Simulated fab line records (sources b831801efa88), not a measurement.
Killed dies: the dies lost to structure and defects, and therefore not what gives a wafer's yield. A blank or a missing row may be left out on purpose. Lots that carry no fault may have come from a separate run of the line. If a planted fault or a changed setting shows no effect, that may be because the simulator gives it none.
The tool behind it: which one? | flow sky130 | 6 lots, 18 wafers sampled, at 3 steps of a route of 708

## WHAT EACH GAUGE READ, for each wafer
SKY_METAL5_RS_MEAS_05: measurement is done with a four-point probe.
lot  | measured     | on           | METAL5_ALCU_RS (ohm/sq)
L708 | day 44 06:24 | filmMetro-02 | 0.02706 0.02717 0.02703
L710 | day 44 14:16 | filmMetro-03 | 0.02717 0.02718 0.02717
L713 | day 45 03:20 | filmMetro-03 | 0.02714 0.02711 0.02717
L716 | day 45 13:08 | filmMetro-03 | 0.02732 0.02733 0.02735
L720 | day 46 13:59 | filmMetro-02 | 0.0269 0.0268 0.02678
L727 | day 48 11:45 | filmMetro-01 | 0.02709 0.02686 0.02716

## WHAT TOOL EACH LOT RAN ON (gives the tool, then ch and the chambers of the sampled wafers, and finally the start)
lot  | SKY_GATE_OXIDE_WET_ETCH_12     | SKY_METAL5_SPUTTER_02
L708 | wetBench-01 ch 1, day 15 15:55 | pvdSputter-03, day 44 06:16
L710 | wetBench-01 ch 3, day 16 03:06 | pvdSputter-03, day 44 14:07
L713 | wetBench-01 ch 2, day 16 18:49 | pvdSputter-04, day 45 03:14
L716 | wetBench-01 ch 0, day 17 12:49 | pvdSputter-04, day 45 13:01
L720 | wetBench-02 ch 3, day 18 20:43 | pvdSputter-01, day 46 13:49
L727 | wetBench-04 ch 0, day 21 17:21 | pvdSputter-03, day 48 11:37
- SKY_GATE_OXIDE_WET_ETCH_12: etches SiO2 in dHF, target depth 16.8 nm, time 336 s.
- SKY_METAL5_SPUTTER_02: material AlCu, target thk 1150 nm, time 61.2 s.

## THE ANSWER, worked out from the rows above alone
Rule: usual is defined by the lots themselves. Put in order of their means at a reading, lots are off if they are a third of the lots or fewer, leave a main group of 4 or more, and stand apart from it by a gap of 3 or more times the standard deviation of the main group's means; of several such gaps the widest counts. If all means in a main group match to the digits the tables above print for the reading, that group is not used. A lot without any number at a reading at which 4 lots or more have one is off too. All remaining lots with rows at the step are treated as sound.
Across all readings shown, no lot is off: no conclusion can be drawn from this.

## WHAT THE SIMULATOR PUT IN
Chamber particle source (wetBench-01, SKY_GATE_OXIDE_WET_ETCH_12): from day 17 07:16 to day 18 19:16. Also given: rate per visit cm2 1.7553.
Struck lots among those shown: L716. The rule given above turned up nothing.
